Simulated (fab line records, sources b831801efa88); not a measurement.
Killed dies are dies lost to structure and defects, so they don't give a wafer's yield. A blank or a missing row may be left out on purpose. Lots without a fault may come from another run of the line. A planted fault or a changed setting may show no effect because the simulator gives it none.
Which tool did it? | flow gf180mcu | 24 lots, 72 wafers sampled, at 5 steps of a route of 602

WHAT THE GAUGES READ, wafer by wafer
GF_CONTACT_THK_MEAS_26: measures by xrf.
lot  | measured     | on            | CONTACT_W_THK (nm)
L075 | day 16 12:44 | film_metro-01 | 300 304 300
L074 | day 16 17:16 | film_metro-02 | 302 302 301
L076 | day 17 00:56 | film_metro-03 | 302 303 301
L077 | day 17 09:25 | film_metro-01 | 296 293 296
L078 | day 17 10:59 | film_metro-03 | 296 298 299
L079 | day 17 22:41 | film_metro-02 | 294 291 300
L080 | day 18 04:45 | film_metro-02 | 300 297 298
L081 | day 18 15:07 | film_metro-02 | 298 294 299
L082 | day 18 22:39 | film_metro-03 | 294 296 295
L083 | day 19 07:18 | film_metro-01 | 294 293 297
L084 | day 19 15:53 | film_metro-01 | 296 290 296
L085 | day 20 00:46 | film_metro-01 | 296 295 302
L086 | day 20 01:06 | film_metro-03 | 294 288 294
L087 | day 21 02:30 | film_metro-03 | 300 293 298
L088 | day 21 08:26 | film_metro-02 | 294 293 290
L089 | day 21 16:34 | film_metro-03 | 300 300 298
L090 | day 22 00:32 | film_metro-02 | 294 297 291
L091 | day 23 00:36 | film_metro-01 | 292 300 291
L092 | day 23 11:05 | film_metro-02 | 294 290 291
L093 | day 23 11:26 | film_metro-01 | 297 292 294
L095 | day 23 23:38 | film_metro-03 | 302 300 298
L094 | day 24 06:17 | film_metro-02 | 294 296 294
L096 | day 24 13:02 | film_metro-01 | 297 300 293
L097 | day 24 18:50 | film_metro-02 | 299 293 292

GF_V3_OVL_MEAS_15.
lot  | measured     | on         | V3_OVL (nm)
L075 | day 22 14:55 | overlay-02 | 0 -9 -8
L074 | day 22 20:04 | overlay-01 | -8 -10 2
L076 | day 23 05:04 | overlay-01 | -16 -9 -4
L077 | day 23 12:58 | overlay-01 | -12 -9 -12
L078 | day 23 14:40 | overlay-02 | 2 -9 -8
L079 | day 24 02:09 | overlay-02 | 2 1 0
L080 | day 24 08:51 | overlay-01 | -11 -7 -12
L081 | day 24 19:01 | overlay-02 | -11 -8 -12
L082 | day 25 03:04 | overlay-01 | -6 -11 -9
L083 | day 25 09:53 | overlay-01 | 0 2 -4
L084 | day 25 16:44 | overlay-01 | -2 -2 -3
L085 | day 26 02:26 | overlay-02 | -5 -5 -3
L086 | day 26 02:47 | overlay-02 | -4 -2 -6
L087 | day 27 02:21 | overlay-01 | -8 -12 -8
L088 | day 27 05:42 | overlay-01 | -5 -7 -1
L089 | day 27 11:25 | overlay-01 | -16 -7 -13
L090 | day 27 16:55 | overlay-02 | -7 -10 -5
L091 | day 28 16:10 | overlay-02 | -10 -9 -14
L092 | day 29 01:46 | overlay-01 | 2 -4 -5
L093 | day 29 02:12 | overlay-01 | -13 -15 -11
L095 | day 29 10:58 | overlay-01 | -4 -13 -11
L094 | day 29 17:46 | overlay-02 | -10 -15 -6
L096 | day 29 23:09 | overlay-01 | -13 -10 -10
L097 | day 30 04:04 | overlay-01 | -1 -11 -8

GF_V5_THK_MEAS_03.
lot  | measured     | on            | V5_CVD_02_THK (nm)
L075 | day 26 11:49 | film_metro-03 | 1491 1464 1462
L074 | day 26 18:01 | film_metro-03 | 1435 1430 1448
L076 | day 27 02:43 | film_metro-04 | 1443 1460 1488
L077 | day 27 08:28 | film_metro-04 | 1452 1482 1467
L078 | day 27 10:48 | film_metro-04 | 1441 1440 1446
L079 | day 27 21:08 | film_metro-02 | 1438 1470 1475
L080 | day 28 03:22 | film_metro-04 | 1469 1460 1474
L081 | day 28 12:01 | film_metro-03 | 1467 1446 1435
L082 | day 28 18:40 | film_metro-04 | 1458 1482 1476
L083 | day 29 03:28 | film_metro-04 | 1423 1482 1448
L084 | day 29 07:35 | film_metro-03 | 1463 1438 1479
L085 | day 29 16:05 | film_metro-03 | 1440 1463 1467
L086 | day 29 16:40 | film_metro-02 | 1442 1471 1466
L087 | day 30 13:44 | film_metro-02 | 1423 1460 1478
L088 | day 30 17:19 | film_metro-04 | 1425 1432 1462
L089 | day 30 20:49 | film_metro-04 | 1460 1452 1441
L090 | day 31 03:10 | film_metro-03 | 1417 1436 1461
L091 | day 31 22:05 | film_metro-03 | 1437 1460 1452
L092 | day 32 08:55 | film_metro-03 | 1430 1428 1447
L093 | day 32 08:32 | film_metro-02 | 1489 1425 1461
L095 | day 32 16:22 | film_metro-02 | 1464 1475 1470
L094 | day 32 21:43 | film_metro-02 | 1429 1467 1447
L096 | day 33 02:07 | film_metro-04 | 1431 1443 1482
L097 | day 33 06:34 | film_metro-02 | 1435 1436 1458

WHICH TOOL RAN EACH LOT (tool, then ch and the chambers of the sampled wafers, then the start)
lot  | GF_V1_SPUTTER_22             | GF_MIM_SPUTTER_04
L075 | pvd_sputter-02, day 18 13:22 | pvd_sputter-03, day 24 16:13
L074 | pvd_sputter-04, day 18 17:16 | pvd_sputter-01, day 24 21:58
L076 | pvd_sputter-04, day 19 01:24 | pvd_sputter-03, day 25 06:18
L077 | pvd_sputter-03, day 19 09:34 | pvd_sputter-03, day 25 13:32
L078 | pvd_sputter-02, day 19 12:28 | pvd_sputter-03, day 25 14:49
L079 | pvd_sputter-02, day 20 00:10 | pvd_sputter-02, day 26 01:22
L080 | pvd_sputter-02, day 20 05:58 | pvd_sputter-02, day 26 08:44
L081 | pvd_sputter-04, day 20 17:10 | pvd_sputter-03, day 26 18:11
L082 | pvd_sputter-04, day 21 01:44 | pvd_sputter-03, day 27 01:44
L083 | pvd_sputter-04, day 21 09:44 | pvd_sputter-01, day 27 08:58
L084 | pvd_sputter-04, day 21 17:38 | pvd_sputter-02, day 27 15:10
L085 | pvd_sputter-04, day 22 03:22 | pvd_sputter-03, day 28 00:11
L086 | pvd_sputter-02, day 22 04:08 | pvd_sputter-01, day 28 00:53
L087 | pvd_sputter-04, day 23 04:44 | pvd_sputter-01, day 28 23:02
L088 | pvd_sputter-03, day 23 10:20 | pvd_sputter-01, day 29 01:40
L089 | pvd_sputter-03, day 23 16:25 | pvd_sputter-03, day 29 07:37
L090 | pvd_sputter-03, day 24 00:26 | pvd_sputter-03, day 29 12:57
L091 | pvd_sputter-04, day 25 00:14 | pvd_sputter-03, day 30 10:29
L092 | pvd_sputter-02, day 25 10:00 | pvd_sputter-02, day 30 20:35
L093 | pvd_sputter-04, day 25 10:17 | pvd_sputter-03, day 30 19:50
L095 | pvd_sputter-03, day 25 21:20 | pvd_sputter-01, day 31 04:43
L094 | pvd_sputter-02, day 26 04:56 | pvd_sputter-03, day 31 11:01
L096 | pvd_sputter-03, day 26 09:52 | pvd_sputter-02, day 31 15:11
L097 | pvd_sputter-03, day 26 16:44 | pvd_sputter-03, day 31 20:43
- GF_V1_SPUTTER_22: material TiN, target thk 10 nm, time 40 s.
- GF_MIM_SPUTTER_04: material TiN, target thk 50 nm, time 41.7 s.

WHAT THE TOOLS THEMSELVES READ (means of the sampled wafers that have a number; where no wafer has one, the mark that the record gives instead)
GF_V1_SPUTTER_22.
lot  | tool           | throttle_valve_pct (%)
L075 | pvd_sputter-02 | 29.6
L074 | pvd_sputter-04 | 29.8
L076 | pvd_sputter-04 | 28.9
L077 | pvd_sputter-03 | 28.4
L078 | pvd_sputter-02 | 29.5
L079 | pvd_sputter-02 | 29.5
L080 | pvd_sputter-02 | 29.5
L081 | pvd_sputter-04 | 29.3
L082 | pvd_sputter-04 | 29.4
L083 | pvd_sputter-04 | 30.1
L084 | pvd_sputter-04 | 30.1
L085 | pvd_sputter-04 | 28.6
L086 | pvd_sputter-02 | 29.7
L087 | pvd_sputter-04 | 29.4
L088 | pvd_sputter-03 | 28.7
L089 | pvd_sputter-03 | 30.9
L090 | pvd_sputter-03 | 29.8
L091 | pvd_sputter-04 | 29.4
L092 | pvd_sputter-02 | 30.0
L093 | pvd_sputter-04 | 29.0
L095 | pvd_sputter-03 | 29.5
L094 | pvd_sputter-02 | 29.8
L096 | pvd_sputter-03 | 30.2
L097 | pvd_sputter-03 | 30.2

GF_MIM_SPUTTER_04.
lot  | tool           | throttle_valve_pct (%)
L075 | pvd_sputter-03 | 29.5
L074 | pvd_sputter-01 | 32.8
L076 | pvd_sputter-03 | 28.7
L077 | pvd_sputter-03 | 29.2
L078 | pvd_sputter-03 | 28.2
L079 | pvd_sputter-02 | 29.3
L080 | pvd_sputter-02 | 30.0
L081 | pvd_sputter-03 | 28.9
L082 | pvd_sputter-03 | 29.4
L083 | pvd_sputter-01 | 32.1
L084 | pvd_sputter-02 | 29.6
L085 | pvd_sputter-03 | 29.7
L086 | pvd_sputter-01 | 31.5
L087 | pvd_sputter-01 | 31.9
L088 | pvd_sputter-01 | 32.0
L089 | pvd_sputter-03 | 28.2
L090 | pvd_sputter-03 | 29.9
L091 | pvd_sputter-03 | 28.8
L092 | pvd_sputter-02 | 29.9
L093 | pvd_sputter-03 | 30.4
L095 | pvd_sputter-01 | 32.8
L094 | pvd_sputter-03 | 30.3
L096 | pvd_sputter-02 | 29.5
L097 | pvd_sputter-03 | 30.2

THE ANSWER, worked out from the rows above alone
Rule: what is usual is taken from the lots themselves. Put in order of their means at a reading, lots are off if they are a third of the lots or fewer, leave a main group of 4 or more, and stand apart from it by a gap of 3 or more times the standard deviation of the main group's means; of several such gaps the widest counts. A main group whose means are all the same, to the digits that the tables above print for the reading, isn't used. A lot without any number at a reading at which 4 lots or more have one is off too. The other lots that the step has rows for count as sound. The gauges are gone through in route order, then the tools' own readings, and for those a lot's mean is taken as printed above. The first step at which some lot is off is used, and at that step the reading that is off furthest; a lot without a number counts as furthest.
No lot is off at any reading shown: from this, nothing can be told.

WHAT THE SIMULATOR HAD PUT IN
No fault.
